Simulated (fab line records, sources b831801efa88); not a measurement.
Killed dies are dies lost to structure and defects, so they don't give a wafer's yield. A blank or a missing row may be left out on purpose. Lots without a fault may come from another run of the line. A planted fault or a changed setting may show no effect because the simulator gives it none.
Chamber matching | flow gf180mcu | GF_V1_CMP_04 on cmp-01: 4 sister chambers
The step polishes SiO2. 8 wafers are shown with their chamber, then 7 later ones without.

WAFERS WITH THEIR CHAMBER
wafer  | chamber | motor_current_A (A) | time_to_endpoint_s (s)
L769.3 | 2       | 12.1                | 72
L769.6 | 1       | 12.8                | 74
L771.2 | 1       | 13.5                | 81
L772.2 | 2       | 11.8                | 72
L772.4 | 0       | 10.7                | 81
L772.6 | 0       | 11.1                | 82
L773.2 | 3       | 12.6                | 75
L773.5 | 3       | 12.6                | 81

WAFERS WITHOUT THEIR CHAMBER
wafer  | motor_current_A (A) | time_to_endpoint_s (s)
L773.6 | 12.3                | 81
L784.1 | 12.6                | 81
L784.3 | 13.5                | 82
L784.4 | 11.6                | 79
L787.2 | 13.3                | 75
L787.5 | 13.4                | 83
L787.6 | 11.1                | 81

WHICH CHAMBER EACH WENT THROUGH
wafer  | from the rows above          | in truth
L773.6 | can't be placed: 3 or 2 or 1 | 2
L784.1 | can't be placed: 3 or 1      | 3
L784.3 | can't be placed: 1 or 3      | 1
L784.4 | can't be placed: 0 or 2 or 3 | 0
L787.2 | can't be placed: 1 or 3      | 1
L787.5 | can't be placed: 1 or 3      | 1
L787.6 | 0                            | 0
Placed correctly: 1 of 7. Can't be placed from these rows: 6 (the true chamber is among the candidates in 6). Placed wrongly: 0.
How it was worked out, from the rows above alone: a wafer's distance from a chamber is the root of the sum, over the readings, of the square of ((its reading less the chamber's mean) divided by the reading's scatter). The wafer belongs to the nearest chamber; if the next one is less than 2 further off, it can't be placed. A chamber's mean is the mean of its shown wafers. The scatter: the root of (the sum of the squares of (reading less its chamber's mean) over the shown wafers, divided by (wafers less chambers)).
